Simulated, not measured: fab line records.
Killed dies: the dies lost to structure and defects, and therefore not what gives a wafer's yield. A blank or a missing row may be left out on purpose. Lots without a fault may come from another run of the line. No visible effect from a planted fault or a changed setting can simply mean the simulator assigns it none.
A lot that was struck, set against a sound lot + flow sky130 + 43 steps out of a route of 708
Sound: these wafers, L798.1, L798.3, L798.5. The struck wafers were L805.3, L805.4, L805.6. Last of all comes the cause.
Each step with rows lists, per side, the tool, then ch with its chambers, then its first start. Under that, the readings that differ: sound wafers + struck wafers + difference of the means + sigmas: that difference in standard deviations of wafers without a fault.
alike: readings whose means differ by less than 2 such deviations, and words and numbers that are the same on both sides. not compared: withheld readings, readings that some wafer has no value for, bounds like >300 that may hide the same value, and numbers for which the record gives no deviation and whose values overlap.
Wherever a step has rows on one side only, a row that says differs or no value, or a row with sigmas, the two part there. Numbers that have no deviation but don't overlap get no sigmas and don't part them. Lack of a reading on every wafer of one side parts them only where that side has two or more wafers.

SKY_VT_ADJUST_LVTN_OVL_MEAS_07:
  sound: overlay-01 at day 7 13:20; struck: overlay-01 at day 9 10:55
  alike: VT_ADJUST_LVTN_OVL
following that, these wafers have no rows for 1 step: SKY_VT_ADJUST_LVTN_IMPLANT_08.
SKY_VT_ADJUST_LVTN_STRIP_09: strips in O2/N2.
  sound on plasma-asher-01 ch 0,1, day 7 13:31; struck on plasma-asher-01 ch 0,1, day 9 11:07
  alike: drypump-motor-current-A, o2-flow-sccm, oes-product-au, strip-time-to-endpoint-s
  not compared: rf-hours-counter-h
SKY_VT_ADJUST_LVTN_TW_MEAS_10:
  sound: film-metro-04 at day 7 13:37; struck: film-metro-02 at day 9 11:12
  alike: VT_ADJUST_LVTN_TW
then, 7 steps without rows for these wafers: SKY_VT_ADJUST_LVTN_DEHYDRATE_11 (time 60 s); SKY_VT_ADJUST_LVTN_HMDS_12 (prime time 60 s); SKY_VT_ADJUST_LVTN_COAT_13 (resist thk 1140 nm); SKY_VT_ADJUST_LVTN_SOFTBAKE_14 (time 60 s); SKY_VT_ADJUST_LVTN_EXPOSE_15 (exposes mask HVN STD DERIVED, target cd 600 nm); SKY_VT_ADJUST_LVTN_PEB_16; SKY_VT_ADJUST_LVTN_DEVELOP_17 (develop time 60 s).
SKY_VT_ADJUST_LVTN_OVL_MEAS_18:
  sound: overlay-01 at day 8 10:16; struck: overlay-02 at day 10 09:17
  alike: VT_ADJUST_LVTN_01_OVL
SKY_VT_ADJUST_LVTN_IMPLANT_19:
  sound on implanter-04 ch 0, day 8 10:17; struck on implanter-04 ch 0, day 10 09:22
  alike: beam-energy-keV, beam-on-s
SKY_VT_ADJUST_LVTN_STRIP_20: strips in O2/N2.
  sound on plasma-asher-02 ch 0,1, day 8 10:26; struck on plasma-asher-02 ch 0,1, day 10 09:30
  alike: drypump-motor-current-A, o2-flow-sccm, oes-product-au, strip-time-to-endpoint-s
  not compared: rf-hours-counter-h
SKY_VT_ADJUST_LVTN_TW_MEAS_21:
  sound: film-metro-01 at day 8 10:32; struck: film-metro-01 at day 10 09:35
  alike: VT_ADJUST_LVTN_2_TW
then, 7 steps without rows for these wafers: SKY_VT_ADJUST_NCORE_DEHYDRATE_00 (time 60 s); SKY_VT_ADJUST_NCORE_HMDS_01 (prime time 60 s); SKY_VT_ADJUST_NCORE_COAT_02 (resist thk 1140 nm); SKY_VT_ADJUST_NCORE_SOFTBAKE_03 (time 60 s); SKY_VT_ADJUST_NCORE_EXPOSE_04 (exposes mask LVTN COMPLEMENT THIN, target cd 380 nm); SKY_VT_ADJUST_NCORE_PEB_05; SKY_VT_ADJUST_NCORE_DEVELOP_06 (develop time 60 s).
SKY_VT_ADJUST_NCORE_CD_MEAS_07: the cd target is 380 nm.
  sound: cd-sem-01 at day 9 07:07; struck: cd-sem-01 at day 11 08:54
  alike: cd-nm
SKY_VT_ADJUST_NCORE_OVL_MEAS_08:
  sound: overlay-02 at day 9 07:14; struck: overlay-01 at day 11 08:59
  alike: VT_ADJUST_NCORE_OVL
following that, these wafers have no rows for 1 step: SKY_VT_ADJUST_NCORE_IMPLANT_09.
SKY_VT_ADJUST_NCORE_STRIP_10: strips in O2/N2.
  sound on plasma-asher-03 ch 0,1, day 9 07:25; struck on plasma-asher-02 ch 0,1, day 11 09:12
  alike: drypump-motor-current-A, o2-flow-sccm, oes-product-au, strip-time-to-endpoint-s
  not compared: rf-hours-counter-h
SKY_VT_ADJUST_NCORE_TW_MEAS_11:
  sound: film-metro-03 at day 9 07:31; struck: film-metro-01 at day 11 09:17
  alike: VT_ADJUST_NCORE_TW
then, 7 steps without rows for these wafers: SKY_VT_ADJUST_HVTR_DEHYDRATE_00 (time 60 s); SKY_VT_ADJUST_HVTR_HMDS_01 (prime time 60 s); SKY_VT_ADJUST_HVTR_COAT_02 (resist thk 1140 nm); SKY_VT_ADJUST_HVTR_SOFTBAKE_03 (time 60 s); SKY_VT_ADJUST_HVTR_EXPOSE_04 (exposes mask HVTRM, target cd 380 nm); SKY_VT_ADJUST_HVTR_PEB_05; SKY_VT_ADJUST_HVTR_DEVELOP_06 (develop time 60 s).
SKY_VT_ADJUST_HVTR_CD_MEAS_07: the cd target is 380 nm.
  sound: cd-sem-01 at day 10 05:06; struck: cd-sem-01 at day 12 08:46
  alike: cd-nm
SKY_VT_ADJUST_HVTR_OVL_MEAS_08:
  sound: overlay-01 at day 10 05:13; struck: overlay-02 at day 12 08:52
  alike: VT_ADJUST_HVTR_OVL
following that, these wafers have no rows for 1 step: SKY_VT_ADJUST_HVTR_IMPLANT_09.
SKY_VT_ADJUST_HVTR_STRIP_10: strips in O2/N2.
  sound on plasma-asher-02 ch 0,1, day 10 05:24; struck on plasma-asher-04 ch 0,1, day 12 09:04
  alike: drypump-motor-current-A, o2-flow-sccm, oes-product-au, strip-time-to-endpoint-s
  not compared: rf-hours-counter-h
SKY_VT_ADJUST_HVTR_TW_MEAS_11:
  sound: film-metro-02 at day 10 05:30; struck: film-metro-02 at day 12 09:09
  alike: VT_ADJUST_HVTR_TW
then, 3 steps without rows for these wafers: SKY_VT_ADJUST_PCH_DEHYDRATE_00 (time 60 s); SKY_VT_ADJUST_PCH_HMDS_01 (prime time 60 s); SKY_VT_ADJUST_PCH_COAT_02 (resist thk 3000 nm).
-- a jump in the record: the struck wafers' starts before and after are 36 days apart (it breaks off in module VT_ADJUST_PCH and resumes in module PAD_OPEN, where the first step shown is number 708 of the route) --
SKY_PAD_OPEN_PROBE_99:
  sound: prober-01 at day 46 11:15; struck: prober-02 at day 48 03:34
| reading                               | sound                   | struck                  | difference | sigmas |
|---------------------------------------|-------------------------|-------------------------|------------|--------|
| model.etest.nfet-g5v0d10v5.vt-v-range | 0.01262 0.01291 0.01808 | 0.02145 0.02252 0.02903 | +0.00980   |        |
  alike: killed_at_M0_to_M3, killed_at_M4_up, killed-at-contacts, killed-at-front-end, killed-at-other, killed-dies, killed-open, killed-short
  not compared: model.etest.tip_n_5v.rs-ohm-sq-range

== WHERE THEY PART ==
Nowhere in this record.

WHY: the cause the simulator had injected
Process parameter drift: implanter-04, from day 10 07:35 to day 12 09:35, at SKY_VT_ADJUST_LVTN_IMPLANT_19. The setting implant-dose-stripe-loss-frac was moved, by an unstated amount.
